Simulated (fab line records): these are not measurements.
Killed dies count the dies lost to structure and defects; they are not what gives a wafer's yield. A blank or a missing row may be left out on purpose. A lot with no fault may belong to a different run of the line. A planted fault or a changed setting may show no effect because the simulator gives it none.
2 desks looking at one fault :: flow sky130 :: every desk sees just its own numbers, and what lay behind them comes last

FROM THE METROLOGY DESK
What the gauges read, lot by lot, whatever tool the lot ran on: means of the sampled wafers that have a number. Marked OUT: a lot whose mean sits more than 4 standard deviations from the usual mean, which makes it out of limits; the brackets give that distance.
Columns: A = CAP2M_CVD_00_THK at SKY_CAP2M_THK_MEAS_01, usual 15.60 nm
lot: L102
first seen here: day 39 16:35
A: 15.46

lot: L103
first seen here: day 39 21:58
A: 15.39

lot: L104
first seen here: day 40 09:29
A: 15.58

lot: L107
first seen here: day 41 02:17
A: 15.46

lot: L106
first seen here: day 41 02:22
A: 15.42

lot: L105
first seen here: day 41 03:26
A: 15.58

lot: L108
first seen here: day 41 04:59
A: 15.66

lot: L109
first seen here: day 42 01:02
A: 15.53

lot: L113
first seen here: day 42 23:04
A: 15.73

lot: L123
first seen here: day 45 05:32
A: 15.67

lot: L122
first seen here: day 45 06:23
A: 15.92

lot: L124
first seen here: day 45 12:43
A: 15.50

lot: L125
first seen here: day 45 16:17
A: 15.65
Finding of this desk: none of the 13 lots has anything out of limits.

AT THE TOOL OWNER'S DESK: hdpcvd-01
The tool's own readings at SKY_VIA4_HDPCVD_00 (deposits SiO2, target thk 1750 nm, time 291.7 s): means of the sampled wafers that have a number, for each lot that ran on this tool. Marked OUT: a lot whose mean sits more than 4 standard deviations from the usual mean, which makes it out of limits; the brackets give that distance.
Columns: A = run-length-s at SKY_VIA4_HDPCVD_00, usual 319.8 s
lot: L102
first seen here: day 41 19:10
A: 319.9

lot: L104
first seen here: day 42 10:03
A: 320.6

lot: L107
first seen here: day 43 01:55
A: 319.9

lot: L105
first seen here: day 43 03:33
A: 320.6

lot: L108
first seen here: day 43 06:00
A: 319.7

lot: L113
first seen here: day 44 22:29
A: 324.0 (+6.5) OUT

lot: L124
first seen here: day 47 08:13
A: 319.3

lot: L125
first seen here: day 47 10:37
A: 319.7
This desk finds L113 out of limits, L113 being first, at day 44 22:29 (run-length-s at SKY_VIA4_HDPCVD_00). L102, L104, L107, L105, L108, L124, L125 stayed within limits.

BROUGHT TOGETHER
At day 44 22:29, on L113, the tool owner's desk was in a position to raise an alarm.
From the metrology desk's view, nothing was out of limits.
The metrology desk holds a record of L113, inside its limits.
On hdpcvd-01, each named lot ran SKY_VIA4_HDPCVD_00.

WHAT THE SIMULATOR HAD PUT IN
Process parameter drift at SKY_VIA4_HDPCVD_00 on hdpcvd-01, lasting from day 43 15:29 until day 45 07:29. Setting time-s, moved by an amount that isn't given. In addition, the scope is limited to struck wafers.
Shown lots that were struck: L113.
Delay in hours, fault start to first out-of-limits reading, by desk: the tool owner's desk at 31.
